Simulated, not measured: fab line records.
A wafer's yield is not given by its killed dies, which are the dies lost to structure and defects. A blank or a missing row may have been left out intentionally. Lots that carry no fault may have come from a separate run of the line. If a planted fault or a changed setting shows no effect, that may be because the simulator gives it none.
Which tool was responsible? :: flow sky130 :: route of 708 steps, sampled at 1 step: 6 lots, 18 wafers

WHAT THE GAUGES READ, wafer by wafer
SKY_DNWELL_TW_MEAS_09.
lot: L806
measured: day 3 15:29
on: film metro-03
DNWELL_TW: 1111 1111 1108

lot: L810
measured: day 4 15:38
on: film metro-04
DNWELL_TW: 1123 1120 1125

lot: L814
measured: day 5 09:37
on: film metro-03
DNWELL_TW: 1104 1106 1108

lot: L819
measured: day 6 13:58
on: film metro-04
DNWELL_TW: 1123 1119 1122

lot: L824
measured: day 7 16:49
on: film metro-04
DNWELL_TW: 1135 1136 1132

lot: L827
measured: day 8 07:28
on: film metro-01
DNWELL_TW: 1124 1126 1118

WHICH TOOL RAN EACH LOT (tool, then ch and the chambers of the sampled wafers, then the start)
Record: no process step prior to these readings.

THE ANSWER, worked out from the rows above alone
Rule: the lots themselves supply what counts as usual. The widest of any qualifying gaps counts: lots, ordered by their means at a reading, are off when they make up no more than a third of the lots, leave a main group of 4 or more, and stand apart from it by 3 or more times the standard deviation of that group's means. The tables above print the reading to a certain number of digits; a main group whose means all agree to those digits is not used. A lot without any number at a reading at which 4 lots or more have one is off too. Any other lot the step has rows for is counted as sound.
No lot is off at any reading shown: from this, nothing can be told.

WHAT HAD BEEN PUT IN BY THE SIMULATOR
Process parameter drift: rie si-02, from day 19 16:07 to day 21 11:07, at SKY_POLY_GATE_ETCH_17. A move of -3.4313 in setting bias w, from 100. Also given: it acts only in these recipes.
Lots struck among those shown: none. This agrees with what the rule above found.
